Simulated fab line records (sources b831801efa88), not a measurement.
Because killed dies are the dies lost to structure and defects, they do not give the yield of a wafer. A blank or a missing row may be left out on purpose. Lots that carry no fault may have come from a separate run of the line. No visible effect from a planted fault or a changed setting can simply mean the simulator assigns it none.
What tool caused it? / flow sky130 / Sampling: 14 lots, 42 wafers, 3 of 708 route steps

WHAT EACH GAUGE READ, for each wafer
SKY_LI_CONTACT_RS_MEAS_22: a four-point-probe measurement.
lot=L944; measured=day 29 20:20; on=film_metro-03; LI_CONTACT_W_RS (ohm/sq)=0.2863 0.2840 0.2880
lot=L945; measured=day 30 03:35; on=film_metro-03; LI_CONTACT_W_RS (ohm/sq)=0.2835 0.2867 0.2824
lot=L946; measured=day 30 15:03; on=film_metro-03; LI_CONTACT_W_RS (ohm/sq)=0.2849 0.2813 0.2803
lot=L948; measured=day 31 03:41; on=film_metro-01; LI_CONTACT_W_RS (ohm/sq)=0.2843 0.2833 0.2862
lot=L947; measured=day 31 06:50; on=film_metro-02; LI_CONTACT_W_RS (ohm/sq)=0.2836 0.2876 0.2887
lot=L952; measured=day 32 10:25; on=film_metro-02; LI_CONTACT_W_RS (ohm/sq)=0.2833 0.2861 0.2826
lot=L954; measured=day 33 06:16; on=film_metro-03; LI_CONTACT_W_RS (ohm/sq)=0.2787 0.2830 0.2807
lot=L957; measured=day 34 01:53; on=film_metro-01; LI_CONTACT_W_RS (ohm/sq)=0.2828 0.2825 0.2817
lot=L961; measured=day 35 00:52; on=film_metro-01; LI_CONTACT_W_RS (ohm/sq)=25.045 25.030 25.364
lot=L962; measured=day 35 13:01; on=film_metro-01; LI_CONTACT_W_RS (ohm/sq)=25.507 25.376 25.377
lot=L963; measured=day 35 23:31; on=film_metro-02; LI_CONTACT_W_RS (ohm/sq)=0.2866 0.2838 0.2881
lot=L964; measured=day 36 19:23; on=film_metro-01; LI_CONTACT_W_RS (ohm/sq)=0.2857 0.2868 0.2855
lot=L966; measured=day 36 21:28; on=film_metro-02; LI_CONTACT_W_RS (ohm/sq)=0.2818 0.2812 0.2819
lot=L967; measured=day 37 06:14; on=film_metro-02; LI_CONTACT_W_RS (ohm/sq)=0.2857 0.2863 0.2852

SKY_LI_CONTACT_THK_MEAS_23: measures by xrf.
lot=L944; measured=day 29 20:27; on=film_metro-03; LI_CONTACT_W_THK (nm)=392 392 390
lot=L945; measured=day 30 03:42; on=film_metro-03; LI_CONTACT_W_THK (nm)=392 386 396
lot=L946; measured=day 30 15:10; on=film_metro-03; LI_CONTACT_W_THK (nm)=392 397 397
lot=L948; measured=day 31 03:46; on=film_metro-01; LI_CONTACT_W_THK (nm)=393 394 389
lot=L947; measured=day 31 06:56; on=film_metro-02; LI_CONTACT_W_THK (nm)=384 376 380
lot=L952; measured=day 32 10:32; on=film_metro-02; LI_CONTACT_W_THK (nm)=387 381 389
lot=L954; measured=day 33 06:23; on=film_metro-03; LI_CONTACT_W_THK (nm)=401 392 396
lot=L957; measured=day 34 01:59; on=film_metro-01; LI_CONTACT_W_THK (nm)=396 398 399
lot=L961; measured=day 35 00:59; on=film_metro-01; LI_CONTACT_W_THK (nm)=<0 <0 -
lot=L962; measured=day 35 13:07; on=film_metro-01; LI_CONTACT_W_THK (nm)=<0 - -
lot=L963; measured=day 35 23:37; on=film_metro-02; LI_CONTACT_W_THK (nm)=379 382 379
lot=L964; measured=day 36 19:30; on=film_metro-01; LI_CONTACT_W_THK (nm)=394 392 395
lot=L966; measured=day 36 21:35; on=film_metro-02; LI_CONTACT_W_THK (nm)=391 394 391
lot=L967; measured=day 37 06:20; on=film_metro-02; LI_CONTACT_W_THK (nm)=385 381 385

EACH LOT AND THE TOOL THAT RAN IT (in order: tool; ch and the chambers of the sampled wafers; start)
lot=L944; SKY_LI_CONTACT_CVD_21=cvd_w-01 ch 0,1, day 29 20:12
lot=L945; SKY_LI_CONTACT_CVD_21=cvd_w-02 ch 0,1, day 30 03:27
lot=L946; SKY_LI_CONTACT_CVD_21=cvd_w-02 ch 0,1, day 30 14:54
lot=L948; SKY_LI_CONTACT_CVD_21=cvd_w-01 ch 0,1, day 31 03:32
lot=L947; SKY_LI_CONTACT_CVD_21=cvd_w-01 ch 0,1, day 31 06:41
lot=L952; SKY_LI_CONTACT_CVD_21=cvd_w-01 ch 0,1, day 32 10:18
lot=L954; SKY_LI_CONTACT_CVD_21=cvd_w-02 ch 0,1, day 33 06:08
lot=L957; SKY_LI_CONTACT_CVD_21=cvd_w-01 ch 0,1, day 34 01:44
lot=L961; SKY_LI_CONTACT_CVD_21=cvd_w-02 ch 1, day 35 00:38
lot=L962; SKY_LI_CONTACT_CVD_21=cvd_w-01 ch 0,1, day 35 12:53
lot=L963; SKY_LI_CONTACT_CVD_21=cvd_w-02 ch 0,1, day 35 23:22
lot=L964; SKY_LI_CONTACT_CVD_21=cvd_w-02 ch 0,1, day 36 19:15
lot=L966; SKY_LI_CONTACT_CVD_21=cvd_w-01 ch 0,1, day 36 21:20
lot=L967; SKY_LI_CONTACT_CVD_21=cvd_w-01 ch 0, day 37 06:05
- SKY_LI_CONTACT_CVD_21: deposits W, target thk 400 nm, time 120.56 s.

AS READ BY THE TOOLS THEMSELVES (means over the sampled wafers that have a number; for cases with no such wafer, the mark the record gives instead)
SKY_LI_CONTACT_CVD_21.
lot=L944; tool=cvd_w-01; chamber_pressure_Torr (Torr)=40.05; heater_power_outer_w (W)=508; heater_power_w (W)=829
lot=L945; tool=cvd_w-02; chamber_pressure_Torr (Torr)=40.02; heater_power_outer_w (W)=489; heater_power_w (W)=811
lot=L946; tool=cvd_w-02; chamber_pressure_Torr (Torr)=40.10; heater_power_outer_w (W)=520; heater_power_w (W)=879
lot=L948; tool=cvd_w-01; chamber_pressure_Torr (Torr)=40.01; heater_power_outer_w (W)=507; heater_power_w (W)=822
lot=L947; tool=cvd_w-01; chamber_pressure_Torr (Torr)=39.90; heater_power_outer_w (W)=528; heater_power_w (W)=845
lot=L952; tool=cvd_w-01; chamber_pressure_Torr (Torr)=40.07; heater_power_outer_w (W)=527; heater_power_w (W)=857
lot=L954; tool=cvd_w-02; chamber_pressure_Torr (Torr)=40.03; heater_power_outer_w (W)=483; heater_power_w (W)=810
lot=L957; tool=cvd_w-01; chamber_pressure_Torr (Torr)=40.03; heater_power_outer_w (W)=503; heater_power_w (W)=827
lot=L961; tool=cvd_w-02; chamber_pressure_Torr (Torr)=-; heater_power_outer_w (W)=-; heater_power_w (W)=-
lot=L962; tool=cvd_w-01; chamber_pressure_Torr (Torr)=-; heater_power_outer_w (W)=-; heater_power_w (W)=-
lot=L963; tool=cvd_w-02; chamber_pressure_Torr (Torr)=39.98; heater_power_outer_w (W)=477; heater_power_w (W)=806
lot=L964; tool=cvd_w-02; chamber_pressure_Torr (Torr)=39.95; heater_power_outer_w (W)=488; heater_power_w (W)=812
lot=L966; tool=cvd_w-01; chamber_pressure_Torr (Torr)=39.91; heater_power_outer_w (W)=504; heater_power_w (W)=817
lot=L967; tool=cvd_w-01; chamber_pressure_Torr (Torr)=40.02; heater_power_outer_w (W)=480; heater_power_w (W)=786

THE ANSWER, worked out from the rows above alone
Rule: usual is defined by the lots themselves. Put in order of their means at a reading, lots are off if they are a third of the lots or fewer, leave a main group of 4 or more, and stand apart from it by a gap of 3 or more times the standard deviation of the main group's means; of several such gaps the widest counts. The tables above print the reading to a certain number of digits; a main group whose means all agree to those digits is not used. A lot without any number at a reading at which 4 lots or more have one is off too. Where the step has rows for the other lots, those lots are counted as sound. The gauges are gone through in route order, then the tools' own readings, and for those a lot's mean is taken as printed above. At the first step where some lot is off, the reading lying furthest off is the one used; lots without a number count as furthest.
Off: L961, L962, seen at SKY_LI_CONTACT_RS_MEAS_22 (LI_CONTACT_W_RS). Main group: mean 0.2842 ohm/sq, sd 0.0019.
If a tool, at a process step before that reading, ran all the lots that are off and no sound lot after the first of them, it fits. The gauges at SKY_LI_CONTACT_RS_MEAS_22 aren't tried: what is off there is off at SKY_LI_CONTACT_CVD_21 too, on other tools, and a gauge's error can't cause that. Of those tried, none fits.

WHAT THE SIMULATOR PUT IN
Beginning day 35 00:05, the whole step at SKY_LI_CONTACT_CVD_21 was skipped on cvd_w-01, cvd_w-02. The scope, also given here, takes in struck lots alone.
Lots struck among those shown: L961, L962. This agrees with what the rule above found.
